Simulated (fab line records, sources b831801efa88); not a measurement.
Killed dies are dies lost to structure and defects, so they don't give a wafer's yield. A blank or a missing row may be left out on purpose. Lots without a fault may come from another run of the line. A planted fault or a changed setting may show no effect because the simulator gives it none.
fab line records | flow sky130
record lots=11 wafers=33 last_day=50
route steps=708 shown POLY_CUT@315 SD_N@356 SD_P@359 LI_CONTACT@375 PAD_OPEN@708
lots that met no fault: from a run of the same line without faults
start_h: hours from the record's first day to the start of the lot's first wafer shown | wait_h: hours since the lot's step before | " the same as in the row above | L1.1+2: a row that stands for several wafers | - no value, or no start given | * or withheld: withheld | < > ~ a bound
route shown NAME@n: a module of which the file shows steps, and the number in the route of the first | usual: mean/standard deviation of fault-free wafers | same: alike in all rows | chamber/n: place in a boat | sites: the reading at each site | _std_site: their standard deviation | _edge_site: outer sites' mean less inner sites' | radius_mm: how far each site lies from the wafer's centre | mask NAME#n: copy n | behind: the tool/chamber that last shaped the wafer | hold: why the lot was held/for how many hours/how that ended | device: the transistor (n, p or np) that didn't switch | end of line: the same wafers' tests at the end of the route | a step without rows: its recipe alone | killed: dies lost to structure and defects at the first sort, not the wafer's yield | map: a wafer's dies, x killed, . not, _ none there
set.NAME: the setting as run; set.NAME@STEP: as run at that earlier step | model.NAME: the simulator's own value behind a step, which no gauge read
steps of the route over a sample of lots; a table a step, a row a wafer
services: from which hour (start_h, from the record's first day; less than 0 if before it) a tool's chamber was out of use, for how many hours, and why
## steps
# step SKY_POLY_CUT_CD_MEAS_08
# recipe target_cd_nm=270
# usual cd_nm=269.9/1.6
# columns lot.wafer tool chamber start_h wait_h cd_nm
L960.1 cd_sem-01 - 557.15 - 272.4
L960.3 " - " " 272.6
L960.6 " - " " 272.5
L961.1 cd_sem-01 - 559.65 - 268.8
L961.3 " - " " 269.3
L961.6 " - " " 269.4
L962.1 cd_sem-01 - 577.98 - 270.6
L962.3 " - " " 269.9
L962.4 " - " " 270.8
L963.1 cd_sem-02 - 591.80 - 271.2
L963.2 " - " " 269.2
L963.5 " - " " 270.6
L965.3 cd_sem-02 - 608.77 - 271.2
L965.4 " - " " 269.5
L965.5 " - " " 271.6
L967.1 cd_sem-01 - 633.33 - 270.7
L967.2 " - " " 269.8
L967.6 " - " " 271.3
L973.1 cd_sem-02 - 676.63 - 269.6
L973.3 " - " " 267.8
L973.6 " - " " 268.0
L974.1 cd_sem-02 - 691.88 - 267.5
L974.3 " - " " 269.2
L974.4 " - " " 269.0
L979.2 cd_sem-02 - 718.57 - 270.4
L979.5 " - " " 269.1
L979.6 " - " " 270.1
L980.1 cd_sem-02 - 739.50 - 272.9
L980.4 " - " " 273.5
L980.5 " - " " 271.8
L982.1 cd_sem-01 - 746.78 - 266.1
L982.5 " - " " 264.9
L982.6 " - " " 266.2
# step SKY_POLY_CUT_ETCH_11
# recipe target=Si3N4 chemistry=CF4/CH2F2/Ar stop_on=poly-Si source_w=600 bias_w=150 pressure_mtorr=40 cf4_flow_sccm=40 ch2f2_flow_sccm=20 Ar_flow_sccm=150 time_s=42.5 target_depth_a=600
# usual drypump_motor_current_A=5.5/0.5 oes_product_au=0.829/0.0068 throttle_valve_pct=14.994/0.0094
# columns lot.wafer tool chamber start_h wait_h drypump_motor_current_A oes_product_au rf_hours_counter_h throttle_valve_pct
L960.1 rie_diel-03 2 557.35 0.0 5.2 0.828 11 14.986
L960.3 " 3 " " 6.1 0.820 13 14.998
L960.6 " 0 " " 5.5 0.822 - 15.004
L961.1 rie_diel-02 3 559.85 0.0 5.2 0.841 8 14.989
L961.3 " 1 " " 6.5 0.829 8 15.005
L961.6 " 1 " " 6.5 0.824 - 14.995
L962.1 rie_diel-03 0 578.18 0.0 5.5 0.830 12 14.994
L962.3 " 3 " " 6.1 0.837 13 14.992
L962.4 " 2 " " 5.1 0.827 11 14.992
L963.1 rie_diel-03 0 592.00 0.0 5.5 0.817 13 14.973
L963.2 " 1 " " 4.9 0.821 13 14.993
L963.5 " 3 " " 6.1 0.826 - 14.981
L965.3 rie_diel-02 2 608.92 0.0 5.5 0.822 16 14.989
L965.4 " 2 " " 5.5 0.821 - 14.982
L965.5 " 0 " " 5.0 0.814 - 15.003
L967.1 rie_diel-02 1 633.52 0.0 6.6 0.826 9 14.978
L967.2 " 3 " " 5.2 0.827 10 14.994
L967.6 " 1 " " 6.6 0.814 - 14.998
L973.1 rie_diel-03 1 676.83 0.0 4.9 0.834 14 14.990
L973.3 " 2 " " 5.1 0.833 13 14.995
L973.6 " 2 " " 5.1 0.829 - 14.997
L974.1 rie_diel-03 0 692.07 0.0 5.5 0.822 15 14.989
L974.3 " 1 " " 4.9 0.831 15 14.995
L974.4 " 2 " " 5.1 0.837 14 15.001
L979.2 rie_diel-04 0 718.75 0.0 5.2 0.833 37 14.996
L979.5 " 1 " " 6.0 0.842 - 14.992
L979.6 " 0 " " 5.2 0.847 - 15.002
L980.1 rie_diel-04 2 739.70 0.0 6.0 0.830 17 14.991
L980.4 " 3 " " 6.0 0.837 7 14.990
L980.5 " 2 " " 6.0 0.827 - 14.989
L982.1 rie_diel-03 1 746.97 0.0 4.9 0.831 16 14.988
L982.5 " 1 " " 4.9 0.834 - 15.010
L982.6 " 2 " " 5.1 0.834 - 14.994
# step SKY_SD_N_RTA_14
# recipe temp_c=1075 time_s=2 idle_temp_c=650 ramp_up_c_per_s=150 ramp_down_c_per_s=90 ambient=N2
# usual lamp_power_pct=15.73/0.058 wafer_temp_C_max=1077.9/1.2
# columns lot.wafer tool chamber start_h wait_h lamp_power_pct wafer_temp_C_max
L960.1 rtp_anneal-02 0 645.03 0.0 15.66 1077.4
L960.3 " 0 " " 15.75 1079.1
L960.6 " 0 " " 15.74 1077.4
L961.1 rtp_anneal-01 0 648.25 0.0 15.71 1079.7
L961.3 " 0 " " 15.80 1077.7
L961.6 " 0 " " 15.67 1078.2
L962.1 rtp_anneal-02 0 666.00 0.0 15.75 1078.7
L962.3 " 0 " " 15.73 1076.7
L962.4 " 0 " " 15.84 1078.4
L963.1 rtp_anneal-01 0 679.53 0.0 15.68 1076.2
L963.2 " 0 " " 15.78 1077.5
L963.5 " 0 " " 15.84 1078.3
L965.3 rtp_anneal-02 0 695.40 0.0 15.74 1078.1
L965.4 " 0 " " 15.78 1079.1
L965.5 " 0 " " 15.79 1077.6
L967.1 rtp_anneal-02 0 719.88 0.0 15.74 1077.6
L967.2 " 0 " " 15.71 1076.9
L967.6 " 0 " " 15.78 1075.4
L973.1 rtp_anneal-02 0 761.40 0.0 16.03 1091.9
L973.3 " 0 " " 15.92 1095.0
L973.6 " 0 " " 15.94 1094.6
L974.1 rtp_anneal-02 0 777.10 0.0 16.08 1093.4
L974.3 " 0 " " 15.95 1091.2
L974.4 " 0 " " 15.84 1091.1
L979.2 rtp_anneal-01 0 800.76 0.0 15.67 1077.3
L979.5 " 0 " " 15.69 1078.5
L979.6 " 0 " " 15.76 1076.8
L980.1 rtp_anneal-01 0 820.06 0.0 15.73 1077.7
L980.4 " 0 " " 15.78 1076.7
L980.5 " 0 " " 15.71 1079.0
L982.1 rtp_anneal-01 0 827.08 0.0 15.67 1077.2
L982.5 " 0 " " 15.67 1078.3
L982.6 " 0 " " 15.70 1075.7
# step SKY_SD_N_RS_MEAS_16
# recipe thk_meas_gauge=four-point-probe
# usual SD_N_RS=68.44/0.12
# columns lot.wafer tool chamber start_h wait_h SD_N_RS[ohm/sq]
L960.1 film_metro-02 - 645.21 0.1 68.24
L960.3 " - " " 68.33
L960.6 " - " " 68.37
L961.1 film_metro-04 - 648.42 0.1 68.35
L961.3 " - " " 68.32
L961.6 " - " " 68.33
L962.1 film_metro-01 - 666.17 0.1 68.71
L962.3 " - " " 68.57
L962.4 " - " " 68.75
L963.1 film_metro-01 - 679.71 0.1 68.61
L963.2 " - " " 68.44
L963.5 " - " " 68.50
L965.3 film_metro-04 - 695.60 0.1 68.42
L965.4 " - " " 68.53
L965.5 " - " " 68.33
L967.1 film_metro-01 - 720.06 0.1 68.33
L967.2 " - " " 68.62
L967.6 " - " " 68.49
L973.1 film_metro-01 - 761.57 0.1 65.94
L973.3 " - " " 65.99
L973.6 " - " " 65.86
L974.1 film_metro-01 - 777.27 0.1 65.96
L974.3 " - " " 65.85
L974.4 " - " " 65.97
L979.2 film_metro-04 - 800.94 0.1 68.53
L979.5 " - " " 68.52
L979.6 " - " " 68.50
L980.1 film_metro-02 - 820.24 0.1 68.42
L980.4 " - " " 68.18
L980.5 " - " " 68.34
L982.1 film_metro-01 - 827.31 0.1 68.46
L982.5 " - " " 68.66
L982.6 " - " " 68.52
# step SKY_SD_N_RS_MEAS_17
# recipe thk_meas_gauge=four-point-probe
# usual SD_P_RS=146.8/0.37
# columns lot.wafer tool chamber start_h wait_h SD_P_RS[ohm/sq]
L960.1 film_metro-02 - 645.33 0.1 146.3
L960.3 " - " " 146.4
L960.6 " - " " 146.5
L961.1 film_metro-04 - 648.54 0.1 147.1
L961.3 " - " " 146.8
L961.6 " - " " 146.9
L962.1 film_metro-01 - 666.29 0.1 147.2
L962.3 " - " " 147.1
L962.4 " - " " 147.3
L963.1 film_metro-01 - 679.83 0.1 147.4
L963.2 " - " " 147.2
L963.5 " - " " 147.5
L965.3 film_metro-04 - 695.72 0.1 146.5
L965.4 " - " " 147.3
L965.5 " - " " 146.7
L967.1 film_metro-01 - 720.18 0.1 146.7
L967.2 " - " " 147.2
L967.6 " - " " 146.7
L973.1 film_metro-01 - 761.69 0.1 134.4
L973.3 " - " " 134.7
L973.6 " - " " 134.1
L974.1 film_metro-01 - 777.39 0.1 134.2
L974.3 " - " " 134.1
L974.4 " - " " 134.5
L979.2 film_metro-04 - 801.06 0.1 147.1
L979.5 " - " " 147.2
L979.6 " - " " 147.1
L980.1 film_metro-02 - 820.36 0.1 146.0
L980.4 " - " " 146.4
L980.5 " - " " 146.3
L982.1 film_metro-01 - 827.43 0.1 146.8
L982.5 " - " " 147.2
L982.6 " - " " 146.7
# step SKY_LI_CONTACT_OVL_MEAS_13
# usual LI_CONTACT_OVL=-1/6.1
# columns lot.wafer tool chamber start_h wait_h LI_CONTACT_OVL[nm]
L960.1 overlay-02 - 674.40 0.1 -12
L960.3 " - " " -1
L960.6 " - " " -6
L961.1 overlay-02 - 678.20 0.1 -12
L961.3 " - " " -11
L961.6 " - " " -3
L962.1 overlay-02 - 695.30 0.1 8
L962.3 " - " " -3
L962.4 " - " " -1
L963.1 overlay-01 - 708.62 0.1 -7
L963.2 " - " " 4
L963.5 " - " " -4
L965.3 overlay-02 - 724.56 0.1 2
L965.4 " - " " -11
L965.5 " - " " -3
L967.1 overlay-02 - 749.10 0.1 2
L967.2 " - " " 1
L967.6 " - " " 11
L973.1 overlay-01 - 789.27 0.1 -4
L973.3 " - " " 0
L973.6 " - " " 9
L974.1 overlay-01 - 804.05 0.1 8
L974.3 " - " " -4
L974.4 " - " " 8
L979.2 overlay-02 - 828.42 0.1 -4
L979.5 " - " " 8
L979.6 " - " " 1
L980.1 overlay-01 - 847.22 0.1 0
L980.4 " - " " 2
L980.5 " - " " 5
L982.1 overlay-01 - 854.55 0.1 -5
L982.5 " - " " -4
L982.6 " - " " 0
# step SKY_PAD_OPEN_PROBE_99
# usual killed_at_M0_to_M3=43/7.1 killed_at_M4_up=3.2/1.7 killed_at_contacts=24/5.6 killed_at_front_end=16/5 killed_at_other=0.4/0.68 killed_dies=86/9.3 killed_open=47/7.1 killed_short=39/5.7
# same gross_dies=492 killed_at_back_side=0
# columns lot.wafer tool chamber start_h wait_h killed_at_M0_to_M3 killed_at_M4_up killed_at_contacts killed_at_front_end killed_at_other killed_dies killed_open killed_short
L960.1 prober-01 - 1073.26 0.1 41 4 24 26 0 95 57 38
L960.3 prober-01 - 1073.36 0.2 36 1 23 18 0 78 43 35
L960.6 prober-01 - 1073.51 0.2 39 4 25 15 0 83 41 42
L965.3 prober-02 - 1111.19 0.2 34 3 19 22 1 79 41 37
L965.4 prober-02 - 1111.24 0.2 31 4 29 23 0 87 34 53
L965.5 prober-02 - 1111.29 0.2 36 5 21 18 1 81 39 41
L973.1 prober-02 - 1155.63 0.1 47 7 22 9 0 85 36 49
L973.3 prober-02 - 1155.73 0.2 47 1 27 18 0 93 60 33
L973.6 prober-02 - 1155.88 0.2 37 4 30 21 2 94 55 38
L979.2 prober-02 - 1182.16 0.1 49 2 29 14 0 94 51 42
L979.5 prober-02 - 1182.31 0.2 43 5 23 29 0 100 58 42
L979.6 prober-02 - 1182.36 0.2 36 5 27 20 0 88 46 41
# killed by level:class
L960.1 VIA1:geometric_particle:open=14 POLY_GATE:geometric_particle:open=7 LI_CONTACT:geometric_particle:open=7 CONTACT:geometric_particle:open=7 VIA3:geometric_particle:open=7 FIELD_ISO:geometric_particle:short=6 VIA2:geometric_particle:open=6 CONTACT:geometric_particle:short=5
L960.3 CONTACT:geometric_particle:open=9 FIELD_ISO:geometric_particle:open=8 VIA1:geometric_particle:short=8 LI_CONTACT:geometric_particle:open=7 VIA1:geometric_particle:open=6 FIELD_ISO:geometric_particle:short=5 VIA2:geometric_particle:open=5 CONTACT:geometric_particle:short=4
L960.6 CONTACT:geometric_particle:open=8 VIA1:geometric_particle:open=8 FIELD_ISO:geometric_particle:short=7 VIA1:geometric_particle:short=6 CONTACT:geometric_particle:short=6 VIA2:geometric_particle:open=5 VIA3:geometric_particle:open=5 LI_CONTACT:geometric_particle:open=4
L965.3 CONTACT:geometric_particle:open=8 VIA1:geometric_particle:open=7 VIA1:geometric_particle:short=7 FIELD_ISO:geometric_particle:short=6 VIA2:geometric_particle:open=5 LI_CONTACT:geometric_particle:open=4 METAL2:geometric_particle:short=4 POLY_GATE:geometric_particle:open=3
L965.4 LI_CONTACT:geometric_particle:open=7 METAL1:geometric_particle:short=6 FIELD_ISO:geometric_particle:short=6 LI_CONTACT:geometric_particle:short=6 CONTACT:geometric_particle:short=6 CONTACT:geometric_particle:open=6 FIELD_ISO:geometric_particle:open=5 SPACER:geometric_particle:short=4
L965.5 VIA1:geometric_particle:open=12 LI_CONTACT:geometric_particle:open=7 METAL2:geometric_particle:short=7 METAL1:geometric_particle:short=6 POLY_GATE:geometric_particle:short=5 POLY_GATE:geometric_particle:open=5 LOCAL_INTERCONNECT:geometric_particle:short=5 FIELD_ISO:geometric_particle:open=4
L973.1 VIA1:geometric_particle:short=11 VIA1:geometric_particle:open=9 VIA2:geometric_particle:open=6 CONTACT:geometric_particle:open=6 CONTACT:geometric_particle:short=6 METAL2:geometric_particle:short=5 LI_CONTACT:geometric_particle:open=4 LOCAL_INTERCONNECT:geometric_particle:short=4
L973.3 CONTACT:geometric_particle:open=12 VIA1:geometric_particle:open=11 LI_CONTACT:geometric_particle:open=9 VIA2:geometric_particle:open=8 FIELD_ISO:geometric_particle:open=5 VIA2:geometric_particle:short=5 POLY_GATE:geometric_particle:open=4 METAL1:geometric_particle:short=4
L973.6 VIA1:geometric_particle:open=10 CONTACT:geometric_particle:open=10 LI_CONTACT:geometric_particle:open=9 CONTACT:geometric_particle:short=7 POLY_GATE:geometric_particle:open=6 VIA2:geometric_particle:open=5 VIA3:geometric_particle:open=5 FIELD_ISO:geometric_particle:short=4
L979.2 VIA1:geometric_particle:open=14 LI_CONTACT:geometric_particle:open=9 CONTACT:geometric_particle:open=9 LOCAL_INTERCONNECT:geometric_particle:short=7 METAL2:geometric_particle:short=6 METAL1:geometric_particle:short=6 VIA1:geometric_particle:short=6 FIELD_ISO:geometric_particle:short=5
L979.5 VIA1:geometric_particle:open=12 CONTACT:geometric_particle:open=11 VIA2:geometric_particle:open=9 POLY_GATE:geometric_particle:short=6 FIELD_ISO:geometric_particle:open=5 POLY_GATE:geometric_particle:open=5 LI_CONTACT:geometric_particle:open=5 METAL2:geometric_particle:short=5
L979.6 CONTACT:geometric_particle:open=10 VIA1:geometric_particle:open=8 VIA1:geometric_particle:short=7 LOCAL_INTERCONNECT:geometric_particle:short=7 FIELD_ISO:geometric_particle:short=5 VIA2:geometric_particle:open=5 FIELD_ISO:geometric_particle:open=4 VIA3:geometric_particle:open=4
## services
# columns tool chamber start_h hours kind
rie_diel-02 0 581.40 8.7 repair
rie_diel-02 1 605.49 27.8 repair
rie_diel-03 - 620.23 26.6 repair
rie_diel-02 0 625.31 4.0 repair
rie_diel-03 3 649.06 9.9 repair
rie_diel-02 0 651.25 3.5 repair
rie_diel-02 2 656.49 2.8 repair
rie_diel-03 1 664.67 5.5 repair
rie_diel-04 2 671.13 6.4 repair
rie_diel-03 - 673.96 0.4 repair
rtp_anneal-02 - 681.00 4.9 pm
rie_diel-02 1 681.10 2.6 repair
rie_diel-02 2 688.56 6.0 repair
rtp_anneal-01 - 714.93 82.4 pm
rie_diel-02 0 719.66 - clean
rie_diel-02 0 719.66 23.2 scheduled_down
rie_diel-02 0 719.66 23.2 vent_cycle
rie_diel-03 0 743.29 3.9 repair
rie_diel-02 1 762.24 7.3 repair
rie_diel-04 0 775.85 - clean
rie_diel-04 0 775.85 14.4 scheduled_down
rie_diel-04 2 780.09 7.7 repair
rie_diel-04 1 792.95 14.8 repair
rie_diel-02 - 822.75 14.6 pm
## key
first_sign step=SKY_SD_N_RTA_14 reading=wafer_temp_C_max direction=up sigmas=12 usual=* struck=*
effect step=SKY_SD_N_RTA_14 reading=lamp_power_pct direction=up sigmas=4 usual=15.73 struck=15.96
effect step=SKY_SD_N_RS_MEAS_16 reading=SD_N_RS direction=down sigmas=22 usual=68.44 struck=65.93
effect step=SKY_SD_N_RS_MEAS_17 reading=SD_P_RS direction=down sigmas=34 usual=146.8 struck=134.3
met_at SKY_SD_N_RTA_14
struck_lots L973,L974
tester_left_out L973,L974
not_acting_at SKY_POLY_CUT_CD_MEAS_08,SKY_POLY_CUT_ETCH_11,SKY_LI_CONTACT_OVL_MEAS_13
onset_between 719.88 761.40
fault kind=process_parameter_drift tool=rtp_anneal-02 chamber=- onset_h=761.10 steps=SKY_SD_N_RTA_14 channel=temp_c offset=* shape=step end_h=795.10 acts_in=* stated=*
# tester_left_out: of these lots the tester's yield and bins aren't shown, on N5 and GAA mostly nor the transistor test; their killed dies are dies lost to structure and defects alone, not to doping, threshold or leakage, so they don't give the yield
